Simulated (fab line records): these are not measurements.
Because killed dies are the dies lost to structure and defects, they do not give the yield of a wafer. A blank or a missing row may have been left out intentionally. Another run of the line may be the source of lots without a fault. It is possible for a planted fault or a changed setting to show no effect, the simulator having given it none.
Which of the tools did it?	flow sky130	36 wafers from 12 lots sampled at 4 of the route's 708 steps

WHAT THE GAUGES READ, wafer by wafer
SKY_VIA3_OVL_MEAS_13.
lot	measured	on	VIA3_OVL (nm)
L690	day 40 22:02	overlay-02	1 0 -2
L691	day 41 00:17	overlay-02	4 5 -2
L692	day 41 04:41	overlay-02	7 8 5
L693	day 41 15:38	overlay-01	-13 -4 -2
L694	day 41 19:27	overlay-02	-6 -3 6
L695	day 42 05:04	overlay-02	-1 3 0
L697	day 42 23:05	overlay-01	-1 1 -3
L699	day 43 07:20	overlay-01	2 2 3
L701	day 43 16:00	overlay-01	3 1 -4
L702	day 44 01:14	overlay-01	-9 -3 -3
L709	day 46 01:30	overlay-02	-2 -4 3
L708	day 46 07:54	overlay-02	-5 -6 -1

SKY_METAL5_THK_MEAS_06: measures by xrf.
lot	measured	on	METAL5_ALCU_THK (nm)
L690	day 44 02:02	filmMetro-04	1161 1133 1144
L691	day 44 03:28	filmMetro-02	1129 1148 1143
L692	day 44 06:46	filmMetro-04	1129 1143 1135
L693	day 44 17:52	filmMetro-04	1142 1126 1127
L694	day 44 22:29	filmMetro-01	1131 1136 1120
L695	day 45 06:16	filmMetro-04	1147 1148 1138
L697	day 45 23:53	filmMetro-04	1116 1130 1116
L699	day 46 07:37	filmMetro-02	1138 1146 1144
L701	day 46 15:02	filmMetro-01	1148 1150 1137
L702	day 46 22:25	filmMetro-02	1127 1132 1113
L709	day 48 18:04	filmMetro-04	1162 1144 1144
L708	day 48 23:35	filmMetro-01	1137 1137 1136

EACH LOT AND THE TOOL THAT RAN IT (in order: tool; ch and the chambers of the sampled wafers; start)
lot	SKY_METAL2_ETCH_18	SKY_METAL5_SPUTTER_01
L690	rieMetal-01 ch 0,1, day 36 10:06	pvdSputter-02, day 44 01:46
L691	rieMetal-01 ch 0,1, day 36 14:08	pvdSputter-02, day 44 03:11
L692	rieMetal-04 ch 1, day 36 19:06	pvdSputter-03, day 44 06:30
L693	rieMetal-04 ch 1, day 37 05:23	pvdSputter-02, day 44 17:36
L694	rieMetal-04 ch 1, day 37 09:39	pvdSputter-03, day 44 22:13
L695	rieMetal-03 ch 0,1, day 37 20:01	pvdSputter-02, day 45 06:00
L697	rieMetal-04 ch 0,1, day 38 15:20	pvdSputter-01, day 45 23:37
L699	rieMetal-01 ch 1, day 39 02:24	pvdSputter-03, day 46 07:21
L701	rieMetal-04 ch 0, day 39 10:43	pvdSputter-02, day 46 14:45
L702	rieMetal-04 ch 1, day 39 21:57	pvdSputter-02, day 46 22:09
L709	rieMetal-04 ch 1, day 42 01:24	pvdSputter-03, day 48 17:47
L708	rieMetal-03 ch 0,1, day 42 11:17	pvdSputter-02, day 48 23:17
- SKY_METAL2_ETCH_18: etches BARC in N2/H2, stops on SiO2, time 45.9 s, target depth 60 nm.
- SKY_METAL5_SPUTTER_01: material TiN, target thk 20 nm, time 16.7 s.

AS READ BY THE TOOLS THEMSELVES (means over the sampled wafers that have a number; for cases with no such wafer, the mark the record gives instead)
SKY_METAL2_ETCH_18.
lot	tool	drypumpMotorCurrentA (A)	oesProductAu (a.u.)	throttleValvePct (%)
L690	rieMetal-01	5.61	0.855	13.227
L691	rieMetal-01	5.60	0.857	13.230
L692	rieMetal-04	6.02	0.852	13.227
L693	rieMetal-04	6.04	0.856	13.231
L694	rieMetal-04	6.05	0.854	13.222
L695	rieMetal-03	5.83	0.852	13.228
L697	rieMetal-04	5.40	0.850	13.232
L699	rieMetal-01	5.71	0.854	13.213
L701	rieMetal-04	5.08	0.857	13.214
L702	rieMetal-04	6.03	0.857	13.241
L709	rieMetal-04	6.04	0.857	13.222
L708	rieMetal-03	5.85	0.855	13.220

SKY_METAL5_SPUTTER_01.
lot	tool	throttleValvePct (%)
L690	pvdSputter-02	29.7
L691	pvdSputter-02	29.7
L692	pvdSputter-03	30.8
L693	pvdSputter-02	29.8
L694	pvdSputter-03	30.2
L695	pvdSputter-02	29.6
L697	pvdSputter-01	29.6
L699	pvdSputter-03	30.3
L701	pvdSputter-02	29.6
L702	pvdSputter-02	29.2
L709	pvdSputter-03	30.2
L708	pvdSputter-02	29.6

THE ANSWER, worked out from the rows above alone
Rule: usual is defined by the lots themselves. Put in order of their means at a reading, lots are off if they are a third of the lots or fewer, leave a main group of 4 or more, and stand apart from it by a gap of 3 or more times the standard deviation of the main group's means; of several such gaps the widest counts. A main group is skipped when, at the precision printed for the reading in the tables above, its means are all equal. A lot without any number at a reading at which 4 lots or more have one is off too. The other lots that the step has rows for count as sound. After the gauges, taken in route order, come the tools' own readings; for these a lot's mean is taken, as printed above. At the first step where some lot is off, the reading lying furthest off is the one used; lots without a number count as furthest.
No lot is off on any of the readings shown, so nothing can be concluded from this.

WHAT THE SIMULATOR HAD INSERTED
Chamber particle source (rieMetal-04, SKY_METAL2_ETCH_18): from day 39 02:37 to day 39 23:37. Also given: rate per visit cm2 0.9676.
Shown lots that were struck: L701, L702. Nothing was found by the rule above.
